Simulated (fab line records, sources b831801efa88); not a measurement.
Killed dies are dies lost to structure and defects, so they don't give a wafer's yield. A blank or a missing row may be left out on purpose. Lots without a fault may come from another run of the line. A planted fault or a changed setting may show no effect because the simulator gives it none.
Chamber matching | flow gf180mcu | GF_V4_ETCH_16 on rie_diel-04: 4 sister chambers
The step etches BARC in N2/H2. 18 wafers are shown with their chamber, then 9 later ones without.

WAFERS WITH THEIR CHAMBER
wafer  | chamber | drypump_motor_current_A (A) | h2_flow_sccm (sccm) | oes_product_au (a.u.)
L075.1 | 1       | 4.8                         | 199.7               | 0.860
L075.4 | 3       | 5.6                         | 200.8               | 0.863
L075.6 | 2       | 5.9                         | 199.3               | 0.844
L076.1 | 2       | 5.9                         | 200.0               | 0.854
L076.3 | 3       | 5.6                         | 199.9               | 0.860
L076.6 | 1       | 4.8                         | 200.2               | 0.864
L080.1 | 3       | 5.6                         | 201.0               | 0.861
L080.5 | 0       | 6.0                         | 200.7               | 0.846
L080.6 | 1       | 4.8                         | 199.9               | 0.861
L081.3 | 1       | 4.8                         | 200.1               | 0.851
L081.4 | 0       | 6.0                         | 200.1               | 0.859
L081.5 | 3       | 5.6                         | 200.9               | 0.846
L083.1 | 2       | 5.9                         | 200.1               | 0.850
L083.3 | 0       | 5.9                         | 200.0               | 0.848
L083.4 | 1       | 4.8                         | 200.4               | 0.850
L086.1 | 2       | 5.9                         | 200.3               | 0.858
L086.4 | 1       | 4.8                         | 199.6               | 0.858
L086.6 | 1       | 4.8                         | 199.4               | 0.854

SIGNATURES (means of the wafers above)
reading                 | chamber 0 | chamber 1 | chamber 2 | chamber 3 | scatter within a chamber
drypump_motor_current_A | 5.967     | 4.800     | 5.900     | 5.600     | 0.0218
h2_flow_sccm            | 200.267   | 199.900   | 199.925   | 200.650   | 0.413
oes_product_au          | 0.85100   | 0.85686   | 0.85150   | 0.85750   | 0.0063
Rule: a wafer's distance from a chamber is the root of the sum, over the readings, of the square of ((its reading less the chamber's mean) divided by the reading's scatter). The wafer belongs to the nearest chamber; if the next one is less than 2 further off, it can't be placed. The scatter: the root of (the sum of the squares of (reading less its chamber's mean) over the shown wafers, divided by (wafers less chambers)).

WAFERS WITHOUT THEIR CHAMBER
wafer  | drypump_motor_current_A (A) | h2_flow_sccm (sccm) | oes_product_au (a.u.)
L089.4 | 5.6                         | 200.4               | 0.855
L089.5 | 5.6                         | 200.7               | 0.850
L089.6 | 4.8                         | 199.7               | 0.853
L091.4 | 4.8                         | 200.6               | 0.860
L091.5 | 5.6                         | 199.4               | 0.855
L091.6 | 6.0                         | 200.6               | 0.860
L096.2 | 5.9                         | 200.0               | 0.864
L096.4 | 5.9                         | 200.2               | 0.850
L096.6 | 5.6                         | 199.0               | 0.854

WHICH CHAMBER EACH WENT THROUGH
wafer  | from the rows above     | in truth
L089.4 | 3                       | 3
L089.5 | 3                       | 3
L089.6 | 1                       | 1
L091.4 | 1                       | 1
L091.5 | 3                       | 3
L091.6 | 0                       | 0
L096.2 | can't be placed: 2 or 0 | 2
L096.4 | 2                       | 2
L096.6 | 3                       | 3
Placed correctly: 8 of 9. Can't be placed from these rows: 1 (the true chamber is among the candidates in 1). Placed wrongly: 0.
